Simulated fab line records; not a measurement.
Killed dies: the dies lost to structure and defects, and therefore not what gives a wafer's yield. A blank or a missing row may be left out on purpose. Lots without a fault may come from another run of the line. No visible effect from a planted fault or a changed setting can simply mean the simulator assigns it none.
Chamber matching	flow sky130	4 sister chambers for SKY_VIA4_ETCH_12 on rieDiel-03
The step etches SiO2 in C4F8/O2/Ar, stops on TiN, target depth 580 nm. 7 wafers are shown with their chamber, then 8 later ones without.

EACH WAFER AND ITS CHAMBER
wafer	chamber	oesProductAu (a.u.)	rfFwdPowerW (W)
L076.4	0	0.927	1486
L077.1	0	0.923	1490
L082.5	1	0.935	1490
L082.6	2	0.930	1488
L084.5	3	0.931	1490
L084.6	2	0.930	1492
L090.1	3	0.921	1489

WAFERS WITHOUT THEIR CHAMBER
wafer	oesProductAu (a.u.)	rfFwdPowerW (W)
L090.5	0.924	1501
L090.6	0.927	1492
L091.1	0.932	1492
L091.4	0.931	1493
L091.5	0.921	1489
L096.1	0.922	1483
L096.2	0.930	1494
L096.3	0.927	1498

WHICH CHAMBER EACH WENT THROUGH
wafer	from the rows above	in truth
L090.5	can't be placed: 2 or 3 or 1 or 0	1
L090.6	can't be placed: 3 or 2 or 0 or 1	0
L091.1	can't be placed: 2 or 1 or 3 or 0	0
L091.4	can't be placed: 2 or 1 or 3 or 0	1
L091.5	can't be placed: 0 or 3 or 2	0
L096.1	can't be placed: 0 or 3 or 2 or 1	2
L096.2	can't be placed: 2 or 1 or 3 or 0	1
L096.3	can't be placed: 2 or 3 or 1 or 0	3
Correct placement for 0 of the 8. From these rows, 8 cannot be placed; in 8 the true chamber is one of the candidates. Wrongly placed: 0.
How it was worked out, from the rows above alone: a wafer's distance from a chamber is the root of the sum, over the readings, of the square of ((its reading less the chamber's mean) divided by the reading's scatter). The wafer belongs to the nearest chamber; if the next one is less than 2 further off, it can't be placed. A chamber's mean is the mean of its shown wafers. The scatter: take each reading less its chamber's mean, square it, sum over the shown wafers, divide by the number of wafers less the number of chambers, and take the root.
